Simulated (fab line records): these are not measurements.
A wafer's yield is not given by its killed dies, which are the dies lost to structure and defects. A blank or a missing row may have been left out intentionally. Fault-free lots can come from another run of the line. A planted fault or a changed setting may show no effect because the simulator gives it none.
Problem report, 8D (eight disciplines) form, completed by code | flow gf180mcu | the parts of the form that need people (team, actions taken, sign-off) are left out

== 1. THE PROBLEM ==
At GF_STI_ETCH_14, oesProductAu averages 1.090 a.u. over 3 wafers from 2 lots, while fault-free wafers read 1.002 a.u., standard deviation 0.018. That is +4.9 standard deviations from the usual mean.
The step: etches Si in HBr/Cl2/O2, target depth 360 nm, time 102.9 s.
Seen first at day 6 04:23 on rieSi-02, wafer L137.1. Wafers with a number at this step in the record: 18, from 6 lots. Rule for "out", or "out of limits": more than 4 standard deviations from the usual mean. Any other wafer with a number is counted as sound.

== 2. WHAT IT IS, WHAT IT ISN'T ==
question                    | is                     | is not
which readings at this step | oesProductAu           | chamberPressureMTorr, drypumpMotorCurrentA
which lots                  | L137, L141             | L119, L128, L132, L139
which wafers of those lots  | L137.1, L137.5, L141.3 | L137.3, L141.4, L141.6
read on which tools         | rieSi-02               | rieSi-01
when                        | from day 6 04:23       | up to then (10 sound wafers); but 5 sound wafers of L139, L141 came after

== 3. SUSPECTS, AND WHAT RULES EACH OUT ==
Counting: if a tool at a process step up to the reading ran every lot that is out, it stays a suspect. Sound lots after the first of them don't rule it out here, since some wafers of a struck lot are sound.
- rieSi-02 at GF_STI_ETCH_14 (etches Si in HBr/Cl2/O2, target depth 360 nm, time 102.9 s): kept. It processed each lot that is out (first: L137, day 6 04:23); up to then, its last sound lot is L132 (day 4 19:44). Its own oesProductAu readings are out on those wafers.
- Within rieSi-02 at GF_STI_ETCH_14, the wafers that are out were processed in chamber 0 and their sound lot-mates in chamber 3.
Remaining after the count: rieSi-02 at GF_STI_ETCH_14.

== 4. THE CAUSE (what the simulator had put in) ==
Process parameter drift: rieSi-02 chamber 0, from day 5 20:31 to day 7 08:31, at GF_STI_ETCH_14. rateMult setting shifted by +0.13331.
Counting left only this tool.

== 5. SEQUENCE OF EFFECTS, ordered by route ==
Each row: a reading where the mean over the struck wafers with a number is more than 3 standard deviations away from the usual. Only readings for which the record gives a usual standard deviation are gone through. hours: the time from each lot's start at the first step in this table that gives one to its start at this step, as a median over the lots. sigmas: the change in usual standard deviations.
hours | step            | reading              | usual      | on struck wafers | change | sigmas
0     | GF_STI_ETCH_14  | oesProductAu         | 1.002 a.u. | 1.090            | +0.088 | +4.9
0     | GF_STI_ETCH_14  | throttleValvePct     | 25.655 %   | 25.606           | -0.049 | -3.5
0     | GF_STI_STRIP_15 | stripTimeToEndpointS | 3.75 s     | 3.56             | -0.19  | -3.3
The process steps in it:
- GF_STI_ETCH_14: etches Si in HBr/Cl2/O2, target depth 360 nm, time 102.9 s.
- GF_STI_STRIP_15: strips in O2/N2.

== 6. HOW IT WOULD HAVE BEEN CAUGHT EARLIER ==
The fault began at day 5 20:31; the first out-of-limits reading in this record came at day 6 04:23, 8 hours later.
